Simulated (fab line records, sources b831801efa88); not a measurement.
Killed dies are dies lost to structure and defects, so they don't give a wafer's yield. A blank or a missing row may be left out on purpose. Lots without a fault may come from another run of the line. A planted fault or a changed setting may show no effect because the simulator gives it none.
A struck lot beside a sound one | flow sky130 | 17 steps out of a route of 708
Sound: wafers L754.2, L754.3, L754.4. Struck: wafer L766.6. (L766.1, L766.2 of the same lot were not struck and are left out.) The cause comes at the end.
At each step with rows: each side's tool, then ch and its chambers, then its first start. Under that, the readings that differ: sound wafers | struck wafers | difference of the means | sigmas: that difference in standard deviations of wafers without a fault.
alike: readings whose means differ by less than 2 such deviations, and words and numbers that are the same on both sides. not compared: withheld readings, readings that some wafer has no value for, bounds like >300 that may hide the same value, and numbers for which the record gives no deviation and whose values overlap.
The two part at a step that has a row with sigmas, a row that says differs or no value, or rows on one side only. Numbers that don't overlap but have no deviation are shown without sigmas and don't part them. A reading that every wafer of one side lacks parts them only if that side has two wafers or more.

SKY_VIA2_CMP_02: polishes SiO2.
  sound on cmp-01 ch 1,2,3, day 38 00:46; struck on cmp-02 ch 1, day 41 09:48
  alike: motor_current_A
SKY_VIA2_BOW_MEAS_03:
  sound on film_metro-02, day 38 01:05; struck on film_metro-01, day 41 10:00
  alike: VIA2_BOW
then, 8 steps without rows for these wafers: SKY_VIA2_DEHYDRATE_04 (time 60 s); SKY_VIA2_HMDS_05 (prime time 60 s); SKY_VIA2_COAT_06 (resist thk 60 nm); SKY_VIA2_COAT_07 (resist thk 450 nm); SKY_VIA2_SOFTBAKE_08 (time 90 s); SKY_VIA2_EXPOSE_09 (exposes mask VIM2, target cd 200 nm); SKY_VIA2_PEB_10; SKY_VIA2_DEVELOP_11 (develop time 60 s).
SKY_VIA2_CD_MEAS_12: target cd 200 nm.
  sound on cd_sem-01, day 39 02:38; struck on cd_sem-02, day 42 09:40
  alike: cd_nm
SKY_VIA2_OVL_MEAS_13:
  sound on overlay-01, day 39 02:44; struck on overlay-01, day 42 09:47
  alike: VIA2_OVL
SKY_VIA2_ETCH_14: etches BARC in N2/H2, stops on SiO2, time 45.9 s, target depth 60 nm.
  sound on rie_diel-02 ch 0,1,3, day 39 02:46; struck on rie_diel-02 ch 1, day 42 09:49
  reading                                     | sound             | struck | difference | sigmas
  oes_product_au (a.u.)                       | 0.853 0.851 0.858 | 0.991  | +0.137     | +29
  run_length_s (s)                            | 73.7 73.7 75.3    | 67.7   | -6.5       | -15
  model.KrF-thick_of_VIA2_COAT_07.thk_nm (nm) | 391.6 390.7 390.7 | 400.3  | +9.3       |
  alike: drypump_motor_current_A, h2_flow_sccm, throttle_valve_pct
  not compared: rf_hours_counter_h
SKY_VIA2_ETCH_15: etches SiO2 in C4F8/O2/Ar, stops on TiN, target depth 546 nm, time 84 s.
  sound on rie_diel-02 ch 0,1,3, day 39 02:49; struck on rie_diel-02 ch 1, day 42 09:52
  reading                                     | sound             | struck | difference | sigmas
  run_length_s (s)                            | 111.3 111.6 113.0 | 113.3  | +1.3       | +3
  model.KrF-thick_of_VIA2_COAT_07.thk_nm (nm) | 282.7 283.2 281.5 | 291.7  | +9.2       |
  alike: oes_product_au
SKY_VIA2_STRIP_16: strips in O2/N2.
  sound on plasma_asher-03 ch 0,1, day 39 02:53; struck on plasma_asher-03 ch 0, day 42 09:56
  reading                      | sound             | struck | difference | sigmas
  strip_time_to_endpoint_s (s) | 4.047 4.051 4.006 | 4.124  | +0.089     | +4
  alike: drypump_motor_current_A, oes_product_au
  not compared: rf_hours_counter_h
then, 2 steps without rows for these wafers: SKY_VIA2_STRIP_17 (strips in post etch residue remover, time 1200 s); SKY_PAD_OPEN_PROBE_99.

WHERE THEY PART
First at SKY_VIA2_ETCH_14; last, within this record, at SKY_VIA2_STRIP_16.

WHY: what the simulator had put in
Process parameter drift: rie_diel-02, from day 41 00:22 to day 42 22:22, at SKY_VIA2_ETCH_14. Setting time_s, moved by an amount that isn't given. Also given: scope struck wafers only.
